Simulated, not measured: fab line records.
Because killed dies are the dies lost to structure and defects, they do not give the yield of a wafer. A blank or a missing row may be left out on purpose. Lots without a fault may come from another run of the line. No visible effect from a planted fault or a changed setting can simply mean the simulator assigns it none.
What tool caused it? || flow sfq line || 14 lots, 42 wafers sampled, at 1 step of a route of 325

## WHAT THE GAUGES SHOWED, per wafer
No reading from a measuring or inspecting step in the record can be judged against a usual standard deviation.

## EACH LOT AND THE TOOL THAT RAN IT (in order: tool; ch and the chambers of the sampled wafers; start)
{"lot": "L588", "SFQ_TRILAYER_L0_LITHO_PEB_008": "litho track-02 ch 0, day 4 14:37"}
{"lot": "L589", "SFQ_TRILAYER_L0_LITHO_PEB_008": "litho track-02 ch 0, day 4 17:01"}
{"lot": "L590", "SFQ_TRILAYER_L0_LITHO_PEB_008": "litho track-01 ch 0, day 5 00:13"}
{"lot": "L593", "SFQ_TRILAYER_L0_LITHO_PEB_008": "litho track-02 ch 0, day 5 20:37"}
{"lot": "L595", "SFQ_TRILAYER_L0_LITHO_PEB_008": "litho track-02 ch 0, day 7 05:28"}
{"lot": "L598", "SFQ_TRILAYER_L0_LITHO_PEB_008": "litho track-02 ch 0, day 7 19:59"}
{"lot": "L599", "SFQ_TRILAYER_L0_LITHO_PEB_008": "litho track-01 ch 0, day 8 00:47"}
{"lot": "L602", "SFQ_TRILAYER_L0_LITHO_PEB_008": "litho track-04 ch 0, day 8 18:44"}
{"lot": "L604", "SFQ_TRILAYER_L0_LITHO_PEB_008": "litho track-01 ch 0, day 9 09:11"}
{"lot": "L605", "SFQ_TRILAYER_L0_LITHO_PEB_008": "litho track-01 ch 0, day 9 16:23"}
{"lot": "L606", "SFQ_TRILAYER_L0_LITHO_PEB_008": "litho track-01 ch 0, day 9 19:56"}
{"lot": "L608", "SFQ_TRILAYER_L0_LITHO_PEB_008": "litho track-01 ch 0, day 10 09:19"}
{"lot": "L610", "SFQ_TRILAYER_L0_LITHO_PEB_008": "litho track-02 ch 0, day 10 17:40"}
{"lot": "L611", "SFQ_TRILAYER_L0_LITHO_PEB_008": "litho track-02 ch 0, day 10 21:16"}
- SFQ_TRILAYER_L0_LITHO_PEB_008: peb time 60 s.

## AS READ BY THE TOOLS THEMSELVES (means over the sampled wafers that have a number; for cases with no such wafer, the mark the record gives instead)
SFQ_TRILAYER_L0_LITHO_PEB_008. Usual: heater power total W 79.15 W, standard deviation 0.067; plate temp C 115.02 C, standard deviation 0.14.
{"lot": "L588", "tool": "litho track-02", "heater power total W (W)": 79.17, "plate temp C (C)": 115.00, "flag": ""}
{"lot": "L589", "tool": "litho track-02", "heater power total W (W)": 79.14, "plate temp C (C)": 115.09, "flag": ""}
{"lot": "L590", "tool": "litho track-01", "heater power total W (W)": 79.19, "plate temp C (C)": 115.11, "flag": ""}
{"lot": "L593", "tool": "litho track-02", "heater power total W (W)": 79.14, "plate temp C (C)": 114.91, "flag": ""}
{"lot": "L595", "tool": "litho track-02", "heater power total W (W)": 78.38, "plate temp C (C)": 114.06, "flag": "OFF"}
{"lot": "L598", "tool": "litho track-02", "heater power total W (W)": 78.30, "plate temp C (C)": 113.99, "flag": "OFF"}
{"lot": "L599", "tool": "litho track-01", "heater power total W (W)": 79.21, "plate temp C (C)": 115.08, "flag": ""}
{"lot": "L602", "tool": "litho track-04", "heater power total W (W)": 79.24, "plate temp C (C)": 115.10, "flag": ""}
{"lot": "L604", "tool": "litho track-01", "heater power total W (W)": 79.16, "plate temp C (C)": 114.98, "flag": ""}
{"lot": "L605", "tool": "litho track-01", "heater power total W (W)": 79.15, "plate temp C (C)": 114.96, "flag": ""}
{"lot": "L606", "tool": "litho track-01", "heater power total W (W)": 79.18, "plate temp C (C)": 114.91, "flag": ""}
{"lot": "L608", "tool": "litho track-01", "heater power total W (W)": 79.14, "plate temp C (C)": 114.99, "flag": ""}
{"lot": "L610", "tool": "litho track-02", "heater power total W (W)": 79.22, "plate temp C (C)": 115.26, "flag": ""}
{"lot": "L611", "tool": "litho track-02", "heater power total W (W)": 79.19, "plate temp C (C)": 115.19, "flag": ""}

## THE ANSWER, worked out from the rows above alone
Rule: take the mean of a lot's wafers that have a number; if it is more than 3 standard deviations from the usual mean, the lot is off. A lot without any number at a reading at which 4 lots or more have one is off too. The other lots that the step has rows for count as sound. First the gauges in route order, then the tools' own readings, where a lot's mean is used as printed above. At the first step where some lot is off, the reading lying furthest off is the one used; lots without a number count as furthest.
Off, at SFQ_TRILAYER_L0_LITHO_PEB_008 on heater power total W: L595, L598.
A tool fits if, at that step or a process step before it, it ran every lot that is off, and no sound lot after the first of them. Not one of the candidates tried fits.

## WHAT THE SIMULATOR PUT IN
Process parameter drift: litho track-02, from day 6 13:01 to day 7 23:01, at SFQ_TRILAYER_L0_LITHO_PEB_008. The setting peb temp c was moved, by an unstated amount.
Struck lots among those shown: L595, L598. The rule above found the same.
